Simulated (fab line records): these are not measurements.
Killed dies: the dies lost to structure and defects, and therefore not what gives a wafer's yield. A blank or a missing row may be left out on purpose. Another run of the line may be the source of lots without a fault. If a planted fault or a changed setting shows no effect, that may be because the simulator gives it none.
Lot-split experiment -- flow gf180mcu -- on a route of 602 steps: 5 lots, 23 wafers read

== THE SPLIT ==
At GF_V1_CMP_04 (polishes SiO2), the setting leaveAboveRefNm was moved away from the recipe's 632.5 nm on 6 of the 23 wafers read, by +2.7% to +3.3%. All remaining wafers had this setting at the recipe value.

== FROM THE SPLIT ON TO THE READING: in between, the file shows 1 step ==
- GF_V1_ETCH_16: etches BARC in N2/H2 (also split here: sourceW)

== THE READING ==
V1.featureDepthNm (the simulator's own value, which no gauge read), in nm, at GF_V1_ETCH_17 (etches SiO2 in C4F8/O2/Ar, stops on TiN, target depth 630 nm). The file gives no usual value for it. Average 633.1 nm, standard deviation 0.73 nm, over the 17 wafers here run with the recipe.

wafer,"tool, chamber at the split","leaveAboveRefNm as run, nm",against the recipe,"V1.featureDepthNm, nm",against lot-mates on the recipe
L076.3,"cmp-02, 3",632.5,recipe,633.5,-
L076.4,"cmp-02, 2",632.5,recipe,633.3,-
L076.5,"cmp-02, 3",632.5,recipe,632.1,-
L078.1,"cmp-01, 3",649.4,+2.7%,650.3,+16.5
L078.2,"cmp-01, 2",649.4,+2.7%,647.8,+14.0
L078.4,"cmp-01, 1",632.5,recipe,633.2,-
L078.5,"cmp-01, 3",632.5,recipe,634.4,-
L078.6,"cmp-01, 2",649.4,+2.7%,649.8,+16.0
L079.1,"cmp-01, 2",632.5,recipe,632.1,-
L079.2,"cmp-01, 3",632.5,recipe,633.1,-
L079.3,"cmp-01, 0",632.5,recipe,633.4,-
L079.5,"cmp-01, 3",632.5,recipe,632.5,-
L079.6,"cmp-01, 0",632.5,recipe,633.5,-
L082.1,"cmp-02, 0",653.6,+3.3%,652.6,+19.1
L082.2,"cmp-02, 3",632.5,recipe,632.7,-
L082.3,"cmp-02, 1",653.6,+3.3%,654.9,+21.4
L082.5,"cmp-02, 3",632.5,recipe,634.3,-
L082.6,"cmp-02, 0",653.6,+3.3%,652.8,+19.3
L083.1,"cmp-02, 1",632.5,recipe,633,-
L083.2,"cmp-02, 2",632.5,recipe,632.8,-
L083.3,"cmp-02, 3",632.5,recipe,632.9,-
L083.4,"cmp-02, 0",632.5,recipe,632.1,-
L083.5,"cmp-02, 2",632.5,recipe,634.5,-

THE FIT
A straight line over all 23 wafers: V1.featureDepthNm changes by +6.07 nm for each +1% of leaveAboveRefNm; r = +0.99; the points scatter about the line by 0.87 nm.
The same after taking each lot's own level away (the mean of its wafers on the recipe; 23 wafers): +5.91 nm for each +1%; r = +0.99; scatter 0.84 nm.
On that fit, the largest move of leaveAboveRefNm shifts the reading by 20 nm.
Measured against the standard deviation above, the lots' own levels, which go from 632.92 to 633.80 nm, span 1.2 times it.
So the lot-to-lot level changes the slope little: the two slopes agree.
Check: with one of the wafers moved furthest among these (+3.3%) left out of the fit, the line predicts +19.9 nm for it against its lot-mates. Against them it came out at +19.1 nm.

== ADDITIONAL SPLITS CARRIED BY THESE WAFERS ==
Before the reading, these wafers also passed through other splits. Each is held against what the fit with the lots' levels taken away leaves over:
other split on the same wafers,wafers away from the commonest value,r with V1.featureDepthNm (lot level and that fit taken away)
GF_SAB_CVD_00 rfW,9,+0.26
GF_CONTACT_CMP_04 leaveAboveRefNm,8,+0.09
GF_CONTACT_COAT_09 resistThkNm,9,-0.23
GF_CONTACT_DEVELOP_13 developTimeS,3,+0.29
GF_M1_SPUTTER_00 chamberPressurePa,15,+0.05
GF_M1_SPUTTER_01 powerW,12,+0.18
GF_V1_ETCH_16 sourceW,9,-0.04

== THE WHOLE CHAIN: every reading that the file lists as answering this split, in the file's order ==
step,what it does,reading,change (the file's fit),r (the file's)
GF_V1_CMP_04,polishes SiO2,"SiO2_of_V1_CVD_02.thkNm (the simulator's own value, which no gauge read)",+5.92 nm for each +1% of the setting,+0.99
GF_V1_ETCH_17,"etches SiO2 in C4F8/O2/Ar, stops on TiN, target depth 630 nm","V1.featureDepthNm (the simulator's own value, which no gauge read)",+5.92 nm for each +1% of the setting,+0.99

== FILE'S OWN FIT ==
V1.featureDepthNm changes by +5.92 nm for each +1% of leaveAboveRefNm, r = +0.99.
